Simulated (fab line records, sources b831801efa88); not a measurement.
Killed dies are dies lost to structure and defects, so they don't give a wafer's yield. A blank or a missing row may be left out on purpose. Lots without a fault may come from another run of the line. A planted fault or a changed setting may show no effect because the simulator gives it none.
Which tool did it? | flow gf180mcu | 14 lots, 41 wafers sampled, at 5 steps of a route of 602

WHAT THE GAUGES READ, wafer by wafer
GF_NSD_TW_MEAS_12.
lot  | measured     | on            | NSD_TW
L701 | day 13 07:45 | film_metro-02 | 4176 4179 4168
L702 | day 13 20:33 | film_metro-02 | 4175 4150 4165
L704 | day 14 10:35 | film_metro-02 | 4138 4132 4150
L705 | day 14 23:10 | film_metro-01 | 4235 4242 4246
L708 | day 15 21:29 | film_metro-04 | 4261 4274 4282
L709 | day 16 06:22 | film_metro-04 | 4284 4273 4274
L710 | day 16 15:27 | film_metro-04 | 4292 4271 4254
L711 | day 17 00:04 | film_metro-01 | 4236 4243 4265
L714 | day 17 22:12 | film_metro-02 | 4151 4181
L720 | day 20 11:26 | film_metro-02 | 4161 4179 4150
L721 | day 20 12:14 | film_metro-02 | 4172 4187 4154
L722 | day 20 22:15 | film_metro-01 | 4184 4213 4203
L723 | day 21 03:40 | film_metro-04 | 4283 4283 4270
L724 | day 21 17:35 | film_metro-02 | 4159 4188 4175

GF_PSD_TW_MEAS_11.
lot  | measured     | on            | PSD_TW
L701 | day 14 04:51 | film_metro-02 | 3094 3101 3093
L702 | day 14 17:18 | film_metro-01 | 3159 3177 3179
L704 | day 15 07:50 | film_metro-01 | 3186 3176 3188
L705 | day 15 21:06 | film_metro-02 | 3113 3100 3104
L708 | day 16 19:41 | film_metro-01 | 3162 3171 3170
L709 | day 17 05:35 | film_metro-04 | 3191 3207 3201
L710 | day 17 14:52 | film_metro-01 | 3197 3178 3171
L711 | day 18 00:07 | film_metro-04 | 3191 3182 3185
L714 | day 18 22:32 | film_metro-01 | 3183 3182
L720 | day 21 11:57 | film_metro-02 | 3098 3099 3113
L721 | day 21 12:43 | film_metro-02 | 3107 3112 3112
L722 | day 21 22:36 | film_metro-02 | 3099 3094 3118
L723 | day 22 03:41 | film_metro-01 | 3171 3189 3169
L724 | day 22 17:26 | film_metro-02 | 3105 3116 3132

GF_PSD_RS_MEAS_14: measures by four-point-probe.
lot  | measured     | on            | NSD_RS (ohm/sq)
L701 | day 14 05:09 | film_metro-02 | 46.28 46.10 46.21
L702 | day 14 17:31 | film_metro-01 | 46.13 46.07 46.18
L704 | day 15 08:02 | film_metro-01 | 46.09 46.06 46.00
L705 | day 15 21:18 | film_metro-02 | 46.25 46.23 46.15
L708 | day 16 19:53 | film_metro-04 | 45.92 46.06 46.18
L709 | day 17 05:46 | film_metro-01 | 46.22 45.98 46.03
L710 | day 17 15:05 | film_metro-04 | 46.34 46.24 46.30
L711 | day 18 00:20 | film_metro-02 | 46.78 46.01 46.13 46.78 45.98 46.20
L714 | day 18 22:44 | film_metro-02 | 46.08 46.80 46.20 46.82
L720 | day 21 12:10 | film_metro-01 | 46.20 46.23 46.14
L721 | day 21 12:56 | film_metro-01 | 46.03 45.98 46.06
L722 | day 21 22:49 | film_metro-02 | 46.13 46.19 46.00
L723 | day 22 03:53 | film_metro-02 | 46.33 46.14 46.22
L724 | day 22 17:37 | film_metro-04 | 46.10 46.12 46.09

GF_SALICIDE_THK_MEAS_05: measures by xrf.
lot  | measured     | on            | SALICIDE_TIN_THK (nm)
L701 | day 15 02:41 | film_metro-03 | 19.84 19.82 19.91
L702 | day 15 16:40 | film_metro-02 | 20.48 20.40 20.23
L704 | day 16 06:47 | film_metro-03 | 20.17 20.22 20.27
L705 | day 16 20:41 | film_metro-01 | 19.89 19.89 19.48
L708 | day 17 19:32 | film_metro-02 | 19.82 19.77 19.83
L709 | day 18 06:26 | film_metro-01 | 20.22 19.54 20.06
L710 | day 18 15:05 | film_metro-02 | 20.38 20.35 20.47
L711 | day 19 01:41 | film_metro-01 | 20.35 19.87 20.16
L714 | day 20 00:04 | film_metro-01 | 20.31 20.14
L720 | day 22 11:50 | film_metro-02 | 20.05 20.49 20.06
L721 | day 22 12:27 | film_metro-02 | 20.31 20.53 20.15
L722 | day 22 23:12 | film_metro-01 | 19.99 20.32 19.91
L723 | day 23 04:10 | film_metro-03 | 20.51 20.39 20.19
L724 | day 23 16:54 | film_metro-01 | 20.43 20.10 20.11

WHICH TOOL RAN EACH LOT (tool, then ch and the chambers of the sampled wafers, then the start)
lot  | GF_NSD_IMPLANT_10
L701 | implanter-04 ch 0, day 13 07:31
L702 | implanter-04 ch 0, day 13 20:19
L704 | implanter-04 ch 0, day 14 10:20
L705 | implanter-04 ch 0, day 14 22:55
L708 | implanter-04 ch 0, day 15 21:14
L709 | implanter-04 ch 0, day 16 06:07
L710 | implanter-03 ch 0, day 16 15:14
L711 | implanter-04 ch 0, day 16 23:50
L714 | implanter-04 ch 0, day 17 21:58
L720 | implanter-02 ch 0, day 20 11:08
L721 | implanter-04 ch 0, day 20 12:01
L722 | implanter-02 ch 0, day 20 22:02
L723 | implanter-02 ch 0, day 21 03:25
L724 | implanter-03 ch 0, day 21 17:20
- GF_NSD_IMPLANT_10

WHAT THE TOOLS THEMSELVES READ (means of the sampled wafers that have a number; where no wafer has one, the mark that the record gives instead)
GF_NSD_IMPLANT_10.
lot  | tool         | beam_energy_keV
L701 | implanter-04 | 39.985
L702 | implanter-04 | 39.999
L704 | implanter-04 | 40.016
L705 | implanter-04 | 39.988
L708 | implanter-04 | 39.999
L709 | implanter-04 | 39.982
L710 | implanter-03 | 39.997
L711 | implanter-04 | 39.996
L714 | implanter-04 | 39.978
L720 | implanter-02 | 40.010
L721 | implanter-04 | 39.993
L722 | implanter-02 | 39.995
L723 | implanter-02 | 40.004
L724 | implanter-03 | 40.002

THE ANSWER, worked out from the rows above alone
Rule: what is usual is taken from the lots themselves. Put in order of their means at a reading, lots are off if they are a third of the lots or fewer, leave a main group of 4 or more, and stand apart from it by a gap of 3 or more times the standard deviation of the main group's means; of several such gaps the widest counts. A main group whose means are all the same, to the digits that the tables above print for the reading, isn't used. A lot without any number at a reading at which 4 lots or more have one is off too. The other lots that the step has rows for count as sound. The gauges are gone through in route order, then the tools' own readings, and for those a lot's mean is taken as printed above. The first step at which some lot is off is used, and at that step the reading that is off furthest; a lot without a number counts as furthest.
No lot is off at any reading shown: from this, nothing can be told.

WHAT THE SIMULATOR HAD PUT IN
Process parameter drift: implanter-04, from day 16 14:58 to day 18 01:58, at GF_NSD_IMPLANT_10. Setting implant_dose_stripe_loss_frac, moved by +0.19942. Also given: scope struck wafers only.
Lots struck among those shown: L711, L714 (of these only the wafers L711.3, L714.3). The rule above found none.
